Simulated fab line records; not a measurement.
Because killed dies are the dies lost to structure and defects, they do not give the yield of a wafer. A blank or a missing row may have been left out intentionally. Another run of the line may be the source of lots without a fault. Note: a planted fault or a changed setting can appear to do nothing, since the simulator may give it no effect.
Which tool did it? + flow sky130 + Sampling: 11 lots, 33 wafers, 5 of 708 route steps

WHAT EACH GAUGE READ, for each wafer
SKY_CONTACT_RS_MEAS_25: a four-point-probe measurement. Usual: CONTACT_W_RS 0.337 ohm/sq, standard deviation 0.0071.
| lot  | measured     | on            | CONTACT_W_RS (ohm/sq)               | flag |
|------|--------------|---------------|-------------------------------------|------|
| L516 | day 32 01:43 | film-metro-02 | 0.340 0.328 0.324                   |      |
| L517 | day 32 17:46 | film-metro-03 | 0.328 0.342 0.341                   |      |
| L519 | day 33 05:22 | film-metro-02 | 0.341 0.345 0.326                   |      |
| L520 | day 33 18:32 | film-metro-04 | 0.338 0.336 0.336                   |      |
| L521 | day 33 19:34 | film-metro-04 | 0.339 0.338 0.341                   |      |
| L522 | day 34 16:01 | film-metro-04 | 0.335 0.324 0.335                   |      |
| L525 | day 35 04:52 | film-metro-04 | 0.324 0.342 0.325                   |      |
| L532 | day 37 01:49 | film-metro-02 | 0.340 0.336 0.339                   |      |
| L533 | day 37 01:58 | film-metro-04 | 0.198 0.325 0.199 0.198 0.325 0.199 | OFF  |
| L535 | day 37 22:58 | film-metro-03 | 0.341 0.340 0.338                   |      |
| L539 | day 39 03:16 | film-metro-03 | 0.336 0.336 0.339                   |      |

SKY_VIA1_BOW_MEAS_03. Usual: VIA1_BOW 82 um, standard deviation 7.9.
| lot  | measured     | on            | VIA1_BOW (um) | flag |
|------|--------------|---------------|---------------|------|
| L516 | day 33 07:43 | film-metro-04 | 80 87 68      |      |
| L517 | day 33 22:00 | film-metro-04 | 87 80 73      |      |
| L519 | day 34 10:25 | film-metro-02 | 77 76 81      |      |
| L520 | day 34 23:20 | film-metro-04 | 79 83 90      |      |
| L521 | day 35 00:06 | film-metro-02 | 84 85 80      |      |
| L522 | day 35 20:47 | film-metro-01 | 93 81 83      |      |
| L525 | day 36 09:58 | film-metro-02 | 75 76 84      |      |
| L532 | day 38 06:27 | film-metro-04 | 61 71 83      |      |
| L533 | day 38 06:35 | film-metro-01 | 92 87 80      |      |
| L535 | day 39 02:36 | film-metro-04 | 84 80 86      |      |
| L539 | day 40 05:37 | film-metro-04 | 82 83 81      |      |

WHICH TOOL RAN EACH LOT (tool, then ch and the chambers of the sampled wafers, then the start)
| lot  | SKY_CONTACT_CVD_24            | SKY_CONTACT_CMP_27            | SKY_METAL1_ETCH_18                |
|------|-------------------------------|-------------------------------|-----------------------------------|
| L516 | cvd-w-01 ch 0,1, day 32 01:36 | cmp-01 ch 1,2,3, day 32 01:53 | rie-metal-04 ch 0,1, day 33 06:30 |
| L517 | cvd-w-01 ch 0,1, day 32 17:40 | cmp-02 ch 0,1,2, day 32 17:57 | rie-metal-04 ch 0,1, day 33 20:45 |
| L519 | cvd-w-01 ch 0,1, day 33 05:13 | cmp-01 ch 2,3, day 33 05:29   | rie-metal-01 ch 0,1, day 34 09:04 |
| L520 | cvd-w-02 ch 0,1, day 33 18:24 | cmp-01 ch 1,2,3, day 33 18:41 | rie-metal-03 ch 1, day 34 21:58   |
| L521 | cvd-w-02 ch 0,1, day 33 19:28 | cmp-01 ch 0,1,2, day 33 19:51 | rie-metal-01 ch 0, day 34 22:44   |
| L522 | cvd-w-01 ch 0,1, day 34 15:54 | cmp-02 ch 0,2,3, day 34 16:09 | rie-metal-03 ch 0,1, day 35 19:32 |
| L525 | cvd-w-01 ch 0,1, day 35 04:46 | cmp-02 ch 0,1, day 35 05:01   | rie-metal-01 ch 0,1, day 36 08:41 |
| L532 | cvd-w-02 ch 0,1, day 37 01:43 | cmp-02 ch 0,1, day 37 02:00   | rie-metal-01 ch 0,1, day 38 05:10 |
| L533 | cvd-w-01 ch 0,1, day 37 01:52 | cmp-01 ch 2,3, day 37 07:46   | rie-metal-03 ch 0,1, day 38 05:18 |
| L535 | cvd-w-02 ch 0,1, day 37 22:52 | cmp-02 ch 0,1,3, day 37 23:15 | rie-metal-01 ch 1, day 39 01:13   |
| L539 | cvd-w-02 ch 0,1, day 39 03:09 | cmp-02 ch 0,1,2, day 39 03:40 | rie-metal-04 ch 1, day 40 04:24   |
- SKY_CONTACT_CVD_24: deposits W, target thk 340 nm, time 102.12 s.
- SKY_CONTACT_CMP_27: polishes, stops on SiO2, t overpolish 15 s, target thk 0 nm.
- SKY_METAL1_ETCH_18: etches BARC in N2/H2, stops on SiO2, time 45.9 s, target depth 60 nm.

WHAT THE TOOLS THEMSELVES READ (means of the sampled wafers that have a number; where no wafer has one, the mark that the record gives instead)
SKY_CONTACT_CVD_24. Usual: chamber-pressure-Torr 40.00 Torr, standard deviation 0.081; heater-power-w 819 W, standard deviation 48.
| lot  | tool     | chamber-pressure-Torr (Torr) | heater-power-w (W) | flag |
|------|----------|------------------------------|--------------------|------|
| L516 | cvd-w-01 | 40.04                        | 856                |      |
| L517 | cvd-w-01 | 39.92                        | 836                |      |
| L519 | cvd-w-01 | 39.94                        | 831                |      |
| L520 | cvd-w-02 | 40.08                        | 769                |      |
| L521 | cvd-w-02 | 39.99                        | 774                |      |
| L522 | cvd-w-01 | 40.02                        | 835                |      |
| L525 | cvd-w-01 | 39.95                        | 876                |      |
| L532 | cvd-w-02 | 39.98                        | 791                |      |
| L533 | cvd-w-01 | 39.98                        | 839                |      |
| L535 | cvd-w-02 | 40.11                        | 781                |      |
| L539 | cvd-w-02 | 40.07                        | 793                |      |

SKY_CONTACT_CMP_27. Usual: motor-current-A 10.9 A, standard deviation 1.2; platen-rpm 60.00 rpm, standard deviation 0.039; time-to-endpoint-s 82 s, standard deviation 3.4.
| lot  | tool   | motor-current-A (A) | platen-rpm (rpm) | time-to-endpoint-s (s) | flag |
|------|--------|---------------------|------------------|------------------------|------|
| L516 | cmp-01 | 10.4                | 59.96            | 83                     |      |
| L517 | cmp-02 | 11.6                | 59.97            | 82                     |      |
| L519 | cmp-01 | 9.3                 | 60.04            | 86                     |      |
| L520 | cmp-01 | 10.2                | 60.03            | 83                     |      |
| L521 | cmp-01 | 10.8                | 60.02            | 76                     |      |
| L522 | cmp-02 | 10.8                | 60.01            | 82                     |      |
| L525 | cmp-02 | 11.5                | 59.97            | 84                     |      |
| L532 | cmp-02 | 11.3                | 59.95            | 85                     |      |
| L533 | cmp-01 | 9.2                 | 60.02            | 119                    | OFF  |
| L535 | cmp-02 | 10.9                | 60.01            | 84                     |      |
| L539 | cmp-02 | 11.3                | 60.02            | 81                     |      |

SKY_METAL1_ETCH_18. Usual: drypump-motor-current-A 5.7 A, standard deviation 0.62; h2-flow-sccm 200.0 sccm, standard deviation 0.59; oes-product-au 0.854 a.u., standard deviation 0.0046; throttle-valve-pct 13.224 %, standard deviation 0.009.
| lot  | tool         | drypump-motor-current-A (A) | h2-flow-sccm (sccm) | oes-product-au (a.u.) | throttle-valve-pct (%) | flag |
|------|--------------|-----------------------------|---------------------|-----------------------|------------------------|------|
| L516 | rie-metal-04 | 5.1                         | 200.6               | 0.855                 | 13.213                 |      |
| L517 | rie-metal-04 | 5.1                         | 199.8               | 0.856                 | 13.215                 |      |
| L519 | rie-metal-01 | 6.3                         | 200.2               | 0.852                 | 13.224                 |      |
| L520 | rie-metal-03 | 5.2                         | 200.2               | 0.856                 | 13.223                 |      |
| L521 | rie-metal-01 | 6.5                         | 199.1               | 0.852                 | 13.225                 |      |
| L522 | rie-metal-03 | 6.0                         | 200.5               | 0.856                 | 13.230                 |      |
| L525 | rie-metal-01 | 6.4                         | 200.4               | 0.852                 | 13.225                 |      |
| L532 | rie-metal-01 | 6.3                         | 200.3               | 0.851                 | 13.223                 |      |
| L533 | rie-metal-03 | 5.6                         | 200.4               | 0.855                 | 13.217                 |      |
| L535 | rie-metal-01 | 6.2                         | 199.7               | 0.854                 | 13.225                 |      |
| L539 | rie-metal-04 | 5.2                         | 200.4               | 0.855                 | 13.233                 |      |

THE ANSWER, worked out from the rows above alone
Rule: a lot is off if the mean of its wafers that have a number lies more than 3 standard deviations from the usual mean. Also off: a lot with no number at a reading for which 4 or more lots have one. Where the step has rows for the other lots, those lots are counted as sound. The gauges are gone through in route order, then the tools' own readings, and for those a lot's mean is taken as printed above. At the first step where some lot is off, the reading lying furthest off is the one used; lots without a number count as furthest.
Off: at SKY_CONTACT_RS_MEAS_25 (CONTACT_W_RS), L533.
A tool fits if, at a process step before that reading, it ran every lot that is off, and no sound lot after the first of them. The gauges at SKY_CONTACT_RS_MEAS_25 aren't tried: what is off there is off at SKY_CONTACT_CMP_27 too, on other tools, and a gauge's error can't cause that. One fits: cvd-w-01 at SKY_CONTACT_CVD_24. A fault onset in the window from L525 (day 35 04:46, its last sound lot) to L533 (day 37 01:52, its first lot off) fits.

WHAT HAD BEEN PUT IN BY THE SIMULATOR
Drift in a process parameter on cvd-w-01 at SKY_CONTACT_CVD_24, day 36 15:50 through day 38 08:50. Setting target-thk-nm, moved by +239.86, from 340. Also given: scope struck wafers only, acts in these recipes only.
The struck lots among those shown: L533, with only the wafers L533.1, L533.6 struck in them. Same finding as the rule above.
